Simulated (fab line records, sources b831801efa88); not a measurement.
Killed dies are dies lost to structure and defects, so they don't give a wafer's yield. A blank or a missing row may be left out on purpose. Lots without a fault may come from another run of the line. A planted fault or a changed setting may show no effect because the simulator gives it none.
Which tool did it? | flow sky130 | 24 lots, 72 wafers sampled, at 5 steps of a route of 708

WHAT THE GAUGES READ, wafer by wafer
SKY_FIELD_ISO_BOW_MEAS_00. Usual: INCOMING_BOW 0 um, standard deviation 6.1.
lot  | measured    | on            | INCOMING_BOW (um) | flag
L074 | day 1 10:00 | film_metro-04 | -3 -2 -7          |
L075 | day 1 15:02 | film_metro-02 | -3 -2 16          |
L076 | day 1 20:04 | film_metro-01 | -11 -12 7         |
L077 | day 2 01:00 | film_metro-02 | -1 8 9            |
L078 | day 2 06:01 | film_metro-02 | 8 1 -8            |
L079 | day 2 11:01 | film_metro-04 | 2 2 3             |
L080 | day 2 16:00 | film_metro-04 | 4 1 8             |
L081 | day 2 21:00 | film_metro-04 | -9 -6 5           |
L082 | day 3 02:00 | film_metro-04 | 3 0 7             |
L083 | day 3 07:00 | film_metro-01 | 0 0 1             |
L084 | day 3 12:01 | film_metro-01 | -1 2 4            |
L085 | day 3 17:00 | film_metro-04 | 0 -4 -10          |
L086 | day 3 22:04 | film_metro-01 | 1 2 -7            |
L087 | day 4 03:00 | film_metro-01 | -13 -6 2          |
L088 | day 4 08:01 | film_metro-01 | 4 1 9             |
L089 | day 4 13:02 | film_metro-04 | 4 11 1            |
L090 | day 4 18:00 | film_metro-04 | -14 -3 -13        |
L091 | day 4 23:04 | film_metro-04 | 8 -2 -1           |
L092 | day 5 04:01 | film_metro-04 | -10 0 -9          |
L093 | day 5 09:00 | film_metro-04 | 2 5 -6            |
L094 | day 5 14:00 | film_metro-02 | -8 7 1            |
L095 | day 5 19:00 | film_metro-04 | -5 -3 10          |
L096 | day 6 00:01 | film_metro-04 | 0 7 7             |
L097 | day 6 05:01 | film_metro-01 | -10 -1 -6         |

SKY_FIELD_ISO_THK_MEAS_23. Usual: FIELD_ISO_OXIDATION_01_THK 10.01 nm, standard deviation 0.18.
lot  | measured    | on            | FIELD_ISO_OXIDATION_01_THK (nm) | flag
L074 | day 2 11:03 | film_metro-01 | 9.80 9.81 9.90                  |
L075 | day 2 12:15 | film_metro-04 | 9.80 9.83 9.79                  |
L076 | day 2 17:19 | film_metro-02 | 10.38 9.99 10.17                |
L077 | day 2 23:35 | film_metro-02 | 9.91 9.93 10.15                 |
L078 | day 3 05:12 | film_metro-01 | 10.15 9.96 10.07                |
L079 | day 3 07:43 | film_metro-01 | 9.84 9.94 9.86                  |
L080 | day 3 13:56 | film_metro-01 | 10.08 10.08 10.22               |
L081 | day 3 21:08 | film_metro-02 | 10.22 9.98 9.99                 |
L082 | day 4 01:30 | film_metro-01 | 10.18 10.29 10.13               |
L083 | day 4 06:50 | film_metro-01 | 10.41 10.37 10.27               |
L084 | day 4 06:51 | film_metro-02 | 9.96 9.88 9.90                  |
L085 | day 4 14:34 | film_metro-02 | 10.23 10.26 10.27               |
L086 | day 4 20:50 | film_metro-04 | 9.95 9.94 10.06                 |
L087 | day 5 03:23 | film_metro-04 | 9.66 9.70 9.38                  |
L088 | day 5 12:59 | film_metro-01 | 10.10 9.87 10.15                |
L089 | day 5 14:36 | film_metro-02 | 10.00 10.00 9.83                |
L090 | day 5 18:47 | film_metro-01 | 10.16 10.21 10.22               |
L091 | day 6 00:14 | film_metro-02 | 10.06 9.98 9.89                 |
L092 | day 6 04:47 | film_metro-01 | 10.10 10.04 10.04               |
L093 | day 6 09:00 | film_metro-04 | 9.88 10.02 10.05                |
L094 | day 6 17:17 | film_metro-04 | 9.81 9.87 10.00                 |
L095 | day 7 00:08 | film_metro-02 | 10.02 9.99 9.99                 |
L096 | day 7 02:43 | film_metro-02 | 10.01 10.15 10.16               |
L097 | day 7 06:54 | film_metro-02 | 9.78 9.69 9.83                  |

SKY_VIA1_CD_MEAS_12: target cd 150 nm. Usual: cd_nm 150.3 nm, standard deviation 2.
lot  | measured     | on        | cd_nm (nm)        | flag
L074 | day 34 01:53 | cd_sem-01 | 153.9 152.9 152.6 |
L075 | day 34 03:16 | cd_sem-02 | 151.3 149.4 152.5 |
L076 | day 34 21:41 | cd_sem-01 | 147.8 148.7 147.2 |
L077 | day 35 00:43 | cd_sem-01 | 148.2 146.6 148.6 |
L078 | day 35 06:29 | cd_sem-02 | 149.8 149.4 151.0 |
L079 | day 35 01:36 | cd_sem-02 | 148.7 149.1 150.0 |
L080 | day 36 07:10 | cd_sem-02 | 149.0 148.8 149.4 |
L081 | day 36 12:04 | cd_sem-01 | 149.8 149.6 150.4 |
L082 | day 36 18:16 | cd_sem-01 | 153.1 152.3 152.6 |
L083 | day 36 18:55 | cd_sem-02 | 150.5 150.7 151.1 |
L084 | day 37 07:56 | cd_sem-01 | 153.1 152.6 152.3 |
L085 | day 36 19:50 | cd_sem-01 | 153.5 153.9 153.9 |
L086 | day 38 01:32 | cd_sem-02 | 152.0 152.3 154.2 |
L087 | day 38 08:01 | cd_sem-01 | 152.2 151.9 153.7 |
L088 | day 38 20:41 | cd_sem-01 | 151.1 152.7 150.9 |
L089 | day 39 02:40 | cd_sem-01 | 149.1 149.6 150.4 |
L090 | day 39 00:04 | cd_sem-01 | 147.7 148.5 148.8 |
L091 | day 39 06:35 | cd_sem-02 | 148.8 145.6 148.4 |
L092 | day 39 09:41 | cd_sem-02 | 150.7 150.2 149.6 |
L093 | day 40 10:26 | cd_sem-02 | 148.0 149.6 149.7 |
L094 | day 40 14:16 | cd_sem-01 | 148.4 147.6 144.5 |
L095 | day 40 14:17 | cd_sem-02 | 151.3 150.0 149.7 |
L096 | day 40 18:14 | cd_sem-02 | 153.1 152.1 151.7 |
L097 | day 40 20:35 | cd_sem-02 | 147.2 148.9 149.0 |

WHICH TOOL RAN EACH LOT (tool, then ch and the chambers of the sampled wafers, then the start)
lot  | SKY_SD_N_RTA_14                  | SKY_CONTACT_CMP_27
L074 | rtp_anneal-02 ch 0, day 28 00:02 | cmp-01 ch 0,2,3, day 31 18:41
L075 | rtp_anneal-01 ch 0, day 28 04:37 | cmp-02 ch 0,1, day 31 19:51
L076 | rtp_anneal-02 ch 0, day 28 11:01 | cmp-02 ch 0,1,3, day 32 15:31
L077 | rtp_anneal-01 ch 0, day 29 05:18 | cmp-02 ch 0,2, day 32 18:24
L078 | rtp_anneal-01 ch 0, day 29 13:09 | cmp-01 ch 0,2,3, day 32 22:09
L079 | rtp_anneal-02 ch 0, day 29 08:11 | cmp-02 ch 0,1,3, day 32 18:42
L080 | rtp_anneal-02 ch 0, day 30 11:53 | cmp-02 ch 0,3, day 34 00:25
L081 | rtp_anneal-01 ch 0, day 30 13:19 | cmp-01 ch 1,2, day 34 04:50
L082 | rtp_anneal-02 ch 0, day 30 23:15 | cmp-01 ch 1,2,3, day 34 12:29
L083 | rtp_anneal-01 ch 0, day 31 00:09 | cmp-02 ch 0,2, day 34 12:46
L084 | rtp_anneal-01 ch 0, day 31 12:29 | cmp-01 ch 1,2,3, day 35 01:35
L085 | rtp_anneal-02 ch 0, day 31 01:20 | cmp-01 ch 2,3, day 34 14:09
L086 | rtp_anneal-02 ch 0, day 32 08:29 | cmp-01 ch 1,2,3, day 35 20:11
L087 | rtp_anneal-01 ch 0, day 32 12:44 | cmp-02 ch 0,1,3, day 36 02:37
L088 | rtp_anneal-02 ch 0, day 33 06:37 | cmp-02 ch 0,1,2, day 36 18:14
L089 | rtp_anneal-02 ch 0, day 33 11:01 | cmp-01 ch 0,1,2, day 36 23:28
L090 | rtp_anneal-01 ch 0, day 33 10:42 | cmp-02 ch 0,2,3, day 36 21:57
L091 | rtp_anneal-01 ch 0, day 33 14:10 | cmp-01 ch 2,3, day 37 01:32
L092 | rtp_anneal-02 ch 0, day 33 18:01 | cmp-01 ch 2,3, day 37 05:37
L093 | rtp_anneal-01 ch 0, day 34 20:17 | cmp-01 ch 0,1,3, day 38 07:17
L094 | rtp_anneal-02 ch 0, day 35 00:27 | cmp-02 ch 0,1, day 38 11:00
L095 | rtp_anneal-01 ch 0, day 35 01:41 | cmp-02 ch 0,2,3, day 38 11:56
L096 | rtp_anneal-02 ch 0, day 35 05:58 | cmp-01 ch 0,2,3, day 38 14:59
L097 | rtp_anneal-01 ch 0, day 35 06:34 | cmp-01 ch 1,2,3, day 38 18:18
- SKY_SD_N_RTA_14: time 2 s.
- SKY_CONTACT_CMP_27: polishes, stops on SiO2, t overpolish 15 s, target thk 0 nm.

WHAT THE TOOLS THEMSELVES READ (means of the sampled wafers that have a number; where no wafer has one, the mark that the record gives instead)
SKY_SD_N_RTA_14. Usual: lamp_power_pct 15.74 %, standard deviation 0.057; ramp_down_c_per_s 90.001, standard deviation 0.017; wafer_temp_C_max 1078.0, standard deviation 1.3.
lot  | tool          | lamp_power_pct (%) | ramp_down_c_per_s | wafer_temp_C_max | flag
L074 | rtp_anneal-02 | 15.73              | 90.007            | 1078.4           |
L075 | rtp_anneal-01 | 15.71              | 89.999            | 1077.8           |
L076 | rtp_anneal-02 | 15.71              | 89.995            | 1078.8           |
L077 | rtp_anneal-01 | 15.72              | 89.992            | 1078.1           |
L078 | rtp_anneal-01 | 15.73              | 89.999            | 1078.5           |
L079 | rtp_anneal-02 | 15.71              | 90.018            | 1078.5           |
L080 | rtp_anneal-02 | 15.72              | 89.991            | 1076.9           |
L081 | rtp_anneal-01 | 15.78              | 89.987            | 1078.3           |
L082 | rtp_anneal-02 | 15.80              | 90.008            | 1077.2           |
L083 | rtp_anneal-01 | 15.75              | 90.012            | 1078.5           |
L084 | rtp_anneal-01 | 15.72              | 89.999            | 1078.2           |
L085 | rtp_anneal-02 | 15.77              | 89.988            | 1079.0           |
L086 | rtp_anneal-02 | 15.68              | 89.984            | 1078.4           |
L087 | rtp_anneal-01 | 15.69              | 89.986            | 1077.2           |
L088 | rtp_anneal-02 | 15.71              | 89.994            | 1077.1           |
L089 | rtp_anneal-02 | 15.73              | 90.012            | 1077.4           |
L090 | rtp_anneal-01 | 15.77              | 90.014            | 1077.9           |
L091 | rtp_anneal-01 | 15.71              | 90.005            | 1078.4           |
L092 | rtp_anneal-02 | 15.77              | 89.989            | 1077.5           |
L093 | rtp_anneal-01 | 15.80              | 90.010            | 1078.0           |
L094 | rtp_anneal-02 | 15.81              | 90.016            | 1077.6           |
L095 | rtp_anneal-01 | 15.77              | 89.989            | 1077.2           |
L096 | rtp_anneal-02 | 15.76              | 90.009            | 1079.7           |
L097 | rtp_anneal-01 | 15.77              | 90.009            | 1077.5           |

SKY_CONTACT_CMP_27. Usual: motor_current_A 11.4 A, standard deviation 1; overpolish_run_s 15.001 s, standard deviation 0.0089; platen_rpm 60.00 rpm, standard deviation 0.04; time_to_endpoint_s 81 s, standard deviation 4.3.
lot  | tool   | motor_current_A (A) | overpolish_run_s (s) | platen_rpm (rpm) | time_to_endpoint_s (s) | flag
L074 | cmp-01 | 11.9                | 15.007               | 59.96            | 81                     |
L075 | cmp-02 | 11.9                | 15.002               | 60.00            | 88                     |
L076 | cmp-02 | 10.8                | 15.002               | 60.02            | 88                     |
L077 | cmp-02 | 11.1                | 15.003               | 60.03            | 82                     |
L078 | cmp-01 | 12.2                | 14.994               | 60.03            | 78                     |
L079 | cmp-02 | 10.6                | 14.998               | 60.00            | 83                     |
L080 | cmp-02 | 10.0                | 15.001               | 60.05            | 85                     |
L081 | cmp-01 | 11.1                | 15.003               | 60.01            | 80                     |
L082 | cmp-01 | 11.7                | 14.994               | 60.01            | 80                     |
L083 | cmp-02 | 11.3                | 14.995               | 60.00            | 78                     |
L084 | cmp-01 | 11.4                | 15.000               | 60.01            | 79                     |
L085 | cmp-01 | 11.9                | 15.007               | 60.00            | 80                     |
L086 | cmp-01 | 11.4                | 15.002               | 59.97            | 81                     |
L087 | cmp-02 | 11.0                | 15.010               | 60.01            | 80                     |
L088 | cmp-02 | 11.4                | 15.004               | 60.00            | 77                     |
L089 | cmp-01 | 11.7                | 14.999               | 60.00            | 82                     |
L090 | cmp-02 | 10.7                | 15.000               | 60.00            | 80                     |
L091 | cmp-01 | 12.3                | 14.996               | 59.96            | 80                     |
L092 | cmp-01 | 12.3                | 15.001               | 59.98            | 79                     |
L093 | cmp-01 | 11.4                | 15.006               | 60.02            | 77                     |
L094 | cmp-02 | 11.4                | 14.999               | 60.02            | 81                     |
L095 | cmp-02 | 10.4                | 15.000               | 59.98            | 82                     |
L096 | cmp-01 | 11.8                | 14.998               | 60.04            | 81                     |
L097 | cmp-01 | 11.4                | 15.016               | 59.99            | 81                     |

THE ANSWER, worked out from the rows above alone
Rule: a lot is off if the mean of its wafers that have a number lies more than 3 standard deviations from the usual mean. A lot without any number at a reading at which 4 lots or more have one is off too. The other lots that the step has rows for count as sound. The gauges are gone through in route order, then the tools' own readings, and for those a lot's mean is taken as printed above. The first step at which some lot is off is used, and at that step the reading that is off furthest; a lot without a number counts as furthest.
No lot is off at any reading shown: from this, nothing can be told.

WHAT THE SIMULATOR HAD PUT IN
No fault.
